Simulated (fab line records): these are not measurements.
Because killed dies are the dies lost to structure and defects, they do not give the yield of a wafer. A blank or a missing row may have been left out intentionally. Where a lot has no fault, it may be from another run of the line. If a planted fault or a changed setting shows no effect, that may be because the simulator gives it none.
fab line records	flow gf180mcu
[record] lots = 14	wafers = 42	last-day = 34
route steps=602 shown HV_LDD@210 V1@339
lots with no fault: from the same line, run without faults
start-h: the number of hours between the record's first day and the start of the first shown wafer of the lot	wait-h: hours elapsed since this lot's preceding step	" repeats the value in the row above	L1.1+2: several wafers, shown together as one row	- no value, or no start given	* or withheld: withheld	< > ~ a bound
route shown NAME@n: a module of which the file shows steps, and the number in the route of the first	usual: the fault-free wafers' mean and standard deviation	same: alike in all rows	chamber/n: place in a boat	sites: the reading at each site	_std_site: standard deviation across them	_edge_site: mean of outer sites minus mean of inner sites	radius-mm: how far each site lies from the wafer's centre	mask NAME#n: copy n	behind: the last tool/chamber to shape the wafer	hold: reason for holding the lot/hours on hold/outcome of the hold	device: names the non-switching transistor (n, p or np)	end of line: the route-end tests of the same wafers	a step without rows: its recipe alone	killed: dies that structure and defects cost at the first sort, which is not the same as the wafer's yield	map: a wafer's dies, marking killed ones x, the rest . and places with no die _
set.NAME: the setting the step ran with; set.NAME@STEP: the setting that earlier step ran with	model.NAME: the simulator's own value behind a step, which no gauge read
one table for each step of the route and one row for each wafer, over a sample of lots
services: the hour from which a tool's chamber was out of use, counted from the record's first day as start-h (under 0 if before that day), plus the number of hours and why
[[steps]]
[step GF_HV_LDD_IMPLANT_34]
[recipe] species = P	energy-kev = 60	dose-cm2 = 7.5e+12	tilt-deg = 30	rotation-deg = 90
[usual] dose-ions-cm2 = 7.5e+12/8.2e+09	faraday-current-uA = 42.3/0.9
[same] implant-ion-amu = 31
lot.wafer	tool	chamber	start-h	wait-h	dose-ions-cm2	faraday-current-uA
L914.2	implanter-03	0	265.70	0.1	7.51e+12	43.1
L914.5	"	0	"	"	7.499e+12	43.4
L914.6	"	0	"	"	7.502e+12	41.6
L915.2	implanter-03	0	268.01	0.1	7.495e+12	42.5
L915.4	"	0	"	"	7.488e+12	42.0
L915.6	"	0	"	"	7.498e+12	41.6
L916.2	implanter-03	0	279.69	0.1	8.709e+12	49.6
L916.3	"	0	"	"	8.714e+12	48.9
L916.6	"	0	"	"	8.718e+12	50.9
L918.1	implanter-03	0	290.46	0.1	8.716e+12	48.4
L918.3	"	0	"	"	8.719e+12	50.8
L918.5	"	0	"	"	8.718e+12	49.2
L923.2	implanter-02	0	326.04	0.1	7.486e+12	42.6
L923.3	"	0	"	"	7.49e+12	41.9
L923.6	"	0	"	"	7.492e+12	42.8
L927.1	implanter-02	0	358.57	0.1	7.488e+12	43.1
L927.5	"	0	"	"	7.487e+12	41.5
L927.6	"	0	"	"	7.499e+12	44.5
L929.1	implanter-03	0	373.13	0.1	7.49e+12	41.4
L929.5	"	0	"	"	7.5e+12	42.0
L929.6	"	0	"	"	7.496e+12	41.6
L930.1	implanter-03	0	379.51	0.1	7.506e+12	42.4
L930.4	"	0	"	"	7.496e+12	42.2
L930.5	"	0	"	"	7.51e+12	40.8
L931.4	implanter-02	0	387.64	0.1	7.502e+12	40.6
L931.5	"	0	"	"	7.505e+12	43.5
L931.6	"	0	"	"	7.507e+12	44.0
L932.1	implanter-02	0	392.88	0.1	7.506e+12	42.6
L932.3	"	0	"	"	7.499e+12	44.0
L932.4	"	0	"	"	7.509e+12	42.2
L934.3	implanter-02	0	414.81	0.1	7.498e+12	41.3
L934.5	"	0	"	"	7.501e+12	42.9
L934.6	"	0	"	"	7.505e+12	43.8
L935.1	implanter-02	0	415.66	0.1	7.507e+12	44.7
L935.2	"	0	"	"	7.5e+12	43.5
L935.3	"	0	"	"	7.496e+12	42.4
L936.1	implanter-03	0	422.36	0.1	7.499e+12	42.9
L936.2	"	0	"	"	7.505e+12	42.9
L936.5	"	0	"	"	7.491e+12	42.2
L937.2	implanter-04	0	433.36	0.1	7.514e+12	42.6
L937.3	"	0	"	"	7.518e+12	42.5
L937.5	"	0	"	"	7.504e+12	42.0
[step GF_HV_LDD_RS_MEAS_53]
[recipe] thk-meas-gauge = four-point-probe
[usual] HV_LDD_RS = 418.7/0.83
lot.wafer	tool	chamber	start-h	wait-h	HV_LDD_RS[ohm/sq]
L914.2	film-metro-03	-	285.97	0.1	417.9
L914.5	"	-	"	"	417.9
L914.6	"	-	"	"	418.1
L915.2	film-metro-03	-	289.02	0.1	418.6
L915.4	"	-	"	"	419.6
L915.6	"	-	"	"	420.4
L916.2	film-metro-03	-	299.33	0.1	415.0
L916.3	"	-	"	"	415.8
L916.6	"	-	"	"	416.6
L918.1	film-metro-02	-	311.34	0.1	416.2
L918.3	"	-	"	"	416.2
L918.5	"	-	"	"	415.9
L923.2	film-metro-03	-	347.71	0.1	419.4
L923.3	"	-	"	"	417.9
L923.6	"	-	"	"	418.6
L927.1	film-metro-01	-	381.70	0.1	419.0
L927.5	"	-	"	"	419.2
L927.6	"	-	"	"	418.9
L929.1	film-metro-03	-	396.27	0.1	418.5
L929.5	"	-	"	"	418.3
L929.6	"	-	"	"	418.4
L930.1	film-metro-03	-	403.45	0.1	420.2
L930.4	"	-	"	"	418.8
L930.5	"	-	"	"	419.3
L931.4	film-metro-03	-	411.01	0.1	417.9
L931.5	"	-	"	"	418.1
L931.6	"	-	"	"	417.6
L932.1	film-metro-01	-	416.76	0.1	418.4
L932.3	"	-	"	"	419.2
L932.4	"	-	"	"	419.7
L934.3	film-metro-03	-	440.10	0.1	418.5
L934.5	"	-	"	"	418.6
L934.6	"	-	"	"	419.2
L935.1	film-metro-01	-	440.84	0.1	418.9
L935.2	"	-	"	"	416.8
L935.3	"	-	"	"	418.4
L936.1	film-metro-01	-	447.56	0.1	418.8
L936.2	"	-	"	"	417.8
L936.5	"	-	"	"	417.9
L937.2	film-metro-03	-	458.66	0.1	419.1
L937.3	"	-	"	"	418.2
L937.5	"	-	"	"	417.8
[step GF_V1_CMP_04]
[recipe] material = SiO2	down-force-psi = 4	platen-rpm = 60	pad-velocity-m-s = 0.94248
[usual] motor-current-A = 12.0/1	time-to-endpoint-s = 85/6.1
lot.wafer	tool	chamber	start-h	wait-h	motor-current-A	time-to-endpoint-s
L914.2	cmp-02	3	399.48	0.1	12.2	96
L914.5	"	2	"	"	12.5	94
L914.6	"	3	"	"	11.8	94
L915.4	cmp-02	2	403.26	0.1	12.4	105
L915.2	"	3	"	"	11.6	92
L915.6	"	1	"	"	12.5	97
L916.3	cmp-01	3	414.66	0.0	12.1	84
L916.2	"	0	"	"	13.1	71
L916.6	"	3	"	"	12.0	85
L918.1	cmp-01	3	427.38	0.1	12.4	75
L918.3	"	0	"	"	13.0	68
L918.5	"	2	"	"	11.1	87
L923.3	cmp-01	2	471.51	0.0	10.3	88
L923.2	"	0	"	"	13.7	87
L923.6	"	2	"	"	10.6	95
L927.1	cmp-02	2	510.12	0.2	13.0	87
L927.6	"	3	"	"	12.1	85
L927.5	"	0	"	"	11.3	98
L929.1	cmp-01	2	521.81	0.2	10.5	84
L929.6	"	3	"	"	12.1	91
L929.5	"	0	"	"	12.8	83
L930.4	cmp-01	2	530.47	0.0	11.0	89
L930.1	"	3	"	"	12.4	83
L930.5	"	3	"	"	12.5	90
L931.4	cmp-01	3	540.02	0.1	12.2	92
L931.5	"	1	"	"	10.8	88
L931.6	"	2	"	"	11.1	88
L932.1	cmp-02	1	544.22	0.1	13.3	86
L932.3	"	3	"	"	11.8	78
L932.4	"	0	"	"	10.2	80
L934.3	cmp-02	2	564.28	0.1	13.1	83
L934.5	"	1	"	"	12.7	82
L934.6	"	2	"	"	12.8	91
L935.1	cmp-02	3	565.11	0.1	12.5	74
L935.2	"	0	"	"	10.7	85
L935.3	"	1	"	"	13.4	80
L936.1	cmp-02	0	571.67	0.1	11.1	86
L936.2	"	3	"	"	12.0	89
L936.5	"	1	"	"	13.8	84
L937.2	cmp-02	1	580.78	0.0	12.4	81
L937.3	"	2	"	"	13.0	84
L937.5	"	1	"	"	13.3	82
[step GF_V1_OVL_MEAS_15]
[usual] V1_OVL = 1/6
lot.wafer	tool	chamber	start-h	wait-h	V1_OVL[nm]
L914.2	overlay-02	-	423.22	0.1	-4
L914.5	"	-	"	"	6
L914.6	"	-	"	"	-2
L915.2	overlay-01	-	426.95	0.1	-6
L915.4	"	-	"	"	-17
L915.6	"	-	"	"	-11
L916.2	overlay-02	-	439.30	0.1	-10
L916.3	"	-	"	"	1
L916.6	"	-	"	"	-1
L918.1	overlay-02	-	452.59	0.1	1
L918.3	"	-	"	"	-4
L918.5	"	-	"	"	-4
L923.2	overlay-02	-	495.10	0.1	5
L923.3	"	-	"	"	9
L923.6	"	-	"	"	-2
L927.1	overlay-02	-	533.55	0.1	-2
L927.5	"	-	"	"	2
L927.6	"	-	"	"	1
L929.1	overlay-02	-	544.65	0.1	-1
L929.5	"	-	"	"	1
L929.6	"	-	"	"	-2
L930.1	overlay-02	-	553.20	0.1	6
L930.4	"	-	"	"	7
L930.5	"	-	"	"	6
L931.4	overlay-01	-	561.96	0.1	-1
L931.5	"	-	"	"	3
L931.6	"	-	"	"	-4
L932.1	overlay-01	-	566.50	0.1	17
L932.3	"	-	"	"	14
L932.4	"	-	"	"	14
L934.3	overlay-02	-	586.04	0.1	7
L934.5	"	-	"	"	-4
L934.6	"	-	"	"	0
L935.1	overlay-01	-	587.19	0.1	3
L935.2	"	-	"	"	-5
L935.3	"	-	"	"	4
L936.1	overlay-01	-	593.24	0.1	-2
L936.2	"	-	"	"	0
L936.5	"	-	"	"	-8
L937.2	overlay-01	-	602.04	0.1	-10
L937.3	"	-	"	"	-4
L937.5	"	-	"	"	-2
[step GF_V1_SPUTTER_22]
[recipe] material = TiN	target-thk-nm = 10	chamber-pressure-pa = 5	power-w = 4000	time-s = 40
[usual] throttle-valve-pct = 30.3/0.75
lot.wafer	tool	chamber	start-h	wait-h	throttle-valve-pct
L914.2	pvd-sputter-02	-	424.00	0.0	31.4
L914.5	"	-	"	"	30.5
L914.6	"	-	"	"	31.0
L915.2	pvd-sputter-03	-	427.75	0.0	30.5
L915.4	"	-	"	"	29.2
L915.6	"	-	"	"	30.4
L916.2	pvd-sputter-02	-	440.06	0.0	31.4
L916.3	"	-	"	"	30.6
L916.6	"	-	"	"	29.7
L918.1	pvd-sputter-03	-	453.70	0.0	29.6
L918.3	"	-	"	"	30.6
L918.5	"	-	"	"	29.7
L923.2	pvd-sputter-02	-	495.89	0.0	31.2
L923.3	"	-	"	"	30.4
L923.6	"	-	"	"	29.5
L927.1	pvd-sputter-03	-	534.31	0.0	29.5
L927.5	"	-	"	"	30.3
L927.6	"	-	"	"	29.6
L929.1	pvd-sputter-01	-	545.44	0.0	29.7
L929.5	"	-	"	"	30.7
L929.6	"	-	"	"	30.3
L930.1	pvd-sputter-01	-	553.95	0.0	29.9
L930.4	"	-	"	"	30.2
L930.5	"	-	"	"	30.9
L931.4	pvd-sputter-03	-	562.70	0.0	29.6
L931.5	"	-	"	"	28.5
L931.6	"	-	"	"	30.4
L932.1	pvd-sputter-02	-	567.25	0.0	31.2
L932.3	"	-	"	"	31.5
L932.4	"	-	"	"	29.7
L934.3	pvd-sputter-02	-	586.79	0.0	31.1
L934.5	"	-	"	"	31.3
L934.6	"	-	"	"	29.8
L935.1	pvd-sputter-01	-	587.95	0.0	30.9
L935.2	"	-	"	"	30.3
L935.3	"	-	"	"	30.6
L936.1	pvd-sputter-03	-	594.00	0.0	30.2
L936.2	"	-	"	"	28.5
L936.5	"	-	"	"	30.1
L937.2	pvd-sputter-01	-	602.88	0.0	30.9
L937.3	"	-	"	"	29.9
L937.5	"	-	"	"	31.1
[[services]]
tool	chamber	start-h	hours	kind
implanter-03	-	251.35	0.7	repair
cmp-01	-	274.59	3.2	repair
implanter-03	-	276.29	1.7	repair
cmp-02	-	280.48	7.7	pm
cmp-01	-	288.22	5.0	pm
implanter-03	-	302.84	3.1	repair
implanter-03	-	315.61	2.8	repair
cmp-01	-	321.58	0.3	repair
cmp-02	-	333.60	25.4	pm
cmp-01	-	354.30	0.7	repair
cmp-01	-	357.93	0.9	repair
cmp-01	-	366.49	1.4	repair
cmp-01	-	373.09	4.1	repair
cmp-02	-	387.51	1.2	repair
implanter-02	-	393.68	2.1	repair
implanter-02	-	396.69	3.0	pm
cmp-02	-	404.20	4.0	pm
implanter-03	-	431.57	1.9	repair
cmp-02	-	447.78	1.9	repair
cmp-01	-	462.85	4.0	repair
implanter-02	-	493.00	3.1	repair
cmp-02	-	529.69	1.1	repair
cmp-02	-	531.84	7.0	pm
implanter-02	-	552.05	4.5	pm
[[key]]
[first-sign] step = GF_HV_LDD_IMPLANT_34	reading = dose-ions-cm2	direction = up	sigmas = 99+	usual = 7.5e+12	struck = 8.716e+12
[effect] step = GF_HV_LDD_IMPLANT_34	reading = faraday-current-uA	direction = up	sigmas = 8.2	usual = 42.3	struck = 49.6
[effect] step = GF_HV_LDD_RS_MEAS_53	reading = HV_LDD_RS	direction = down	sigmas = 3.3	usual = 418.7	struck = 416.0
met-at GF_HV_LDD_IMPLANT_34
struck-lots L916,L918
tester-left-out L916,L918
not-acting-at GF_V1_CMP_04,GF_V1_OVL_MEAS_15,GF_V1_SPUTTER_22
onset-between 268.01 279.69
[fault] kind = process-parameter-drift	tool = implanter-03	chamber = -	onset-h = 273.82	steps = GF_HV_LDD_IMPLANT_34	channel = dose-cm2	offset = 1.2177e+12	shape = step	end-h = 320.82	acts-in = these-recipes-only	stated = 7.5e+12
// tester-left-out: of these lots the tester's yield and bins aren't shown, on N5 and GAA mostly nor the transistor test; their killed dies are dies lost to structure and defects alone, not to doping, threshold or leakage, so they don't give the yield
